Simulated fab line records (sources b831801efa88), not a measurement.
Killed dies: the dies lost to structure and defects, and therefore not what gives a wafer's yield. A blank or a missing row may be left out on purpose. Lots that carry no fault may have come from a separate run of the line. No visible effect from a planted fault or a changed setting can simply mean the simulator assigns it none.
What tool caused it?	flow sky130	7 lots with 21 wafers sampled at 4 steps, on a route of 708 steps

WHAT THE GAUGES READ, wafer by wafer
SKY_DNWELL_TW_MEAS_09.
lot	measured	on	DNWELL_TW
L742	day 3 16:58	film-metro-03	1116 1117 1117
L744	day 4 03:05	film-metro-04	1116 1108 1111
L746	day 4 14:27	film-metro-03	30 30 30
L756	day 6 18:25	film-metro-04	1116 1114 1115
L758	day 7 09:41	film-metro-03	1119 1123 1121
L760	day 7 21:07	film-metro-04	1102 1104 1104
L762	day 8 02:49	film-metro-04	1104 1105 1098

EACH LOT AND THE TOOL THAT RAN IT (in order: tool; ch and the chambers of the sampled wafers; start)
lot	SKY_FIELD_ISO_ETCH_14	SKY_FIELD_ISO_ETCH_15	SKY_DNWELL_EXPOSE_04
L742	rie-diel-02 ch 0,1, day 2 18:07	rie-diel-02 ch 0,1, day 2 18:10	iline-stepper-02 ch 0, day 3 08:23
L744	rie-diel-04 ch 0,1,2, day 3 03:04	rie-diel-04 ch 0,1,2, day 3 03:07	iline-stepper-02 ch 0, day 3 19:01
L746	rie-diel-01 ch 1,2, day 3 12:35	rie-diel-01 ch 1,2, day 3 12:37	iline-stepper-02, day 4 05:40
L756	rie-diel-04 ch 1,2,3, day 5 16:53	rie-diel-04 ch 1,2,3, day 5 16:55	iline-stepper-01 ch 0, day 6 08:25
L758	rie-diel-01 ch 0,1,3, day 6 08:31	rie-diel-01 ch 0,1,3, day 6 08:34	iline-stepper-01 ch 0, day 7 00:10
L760	rie-diel-04 ch 0,1,3, day 6 14:35	rie-diel-04 ch 0,1,3, day 6 14:37	iline-stepper-01 ch 0, day 7 11:13
L762	rie-diel-01 ch 1,2,3, day 6 23:28	rie-diel-01 ch 1,2,3, day 6 23:31	iline-stepper-01 ch 0, day 7 17:08
- SKY_FIELD_ISO_ETCH_14: etches BARC in N2/H2, stops on SiO2, time 45.9 s, target depth 60 nm.
- SKY_FIELD_ISO_ETCH_15: etches the open film in CHF3/O2, stops on Si, target depth 180 nm, time 72 s.
- SKY_DNWELL_EXPOSE_04: exposes mask DNM, target cd 3000 nm.

THE ANSWER, worked out from the rows above alone
Rule: usual is defined by the lots themselves. The widest of any qualifying gaps counts: lots, ordered by their means at a reading, are off when they make up no more than a third of the lots, leave a main group of 4 or more, and stand apart from it by 3 or more times the standard deviation of that group's means. The tables above print the reading to a certain number of digits; a main group whose means all agree to those digits is not used. Also off: a lot with no number at a reading for which 4 or more lots have one. Where the step has rows for the other lots, those lots are counted as sound.
Off: at SKY_DNWELL_TW_MEAS_09 (DNWELL_TW), L746. Main group: mean 1112, sd 6.8.
If a tool, at a process step before that reading, ran all the lots that are off and no sound lot after the first of them, it fits. The gauges at SKY_DNWELL_TW_MEAS_09 are tried like those tools. One candidate fits, namely iline-stepper-02 at SKY_DNWELL_EXPOSE_04. A fault onset in the window from L744 (day 3 19:01, its last sound lot) to L746 (day 4 05:40, its first lot off) fits.

WHAT WAS PUT IN BY THE SIMULATOR
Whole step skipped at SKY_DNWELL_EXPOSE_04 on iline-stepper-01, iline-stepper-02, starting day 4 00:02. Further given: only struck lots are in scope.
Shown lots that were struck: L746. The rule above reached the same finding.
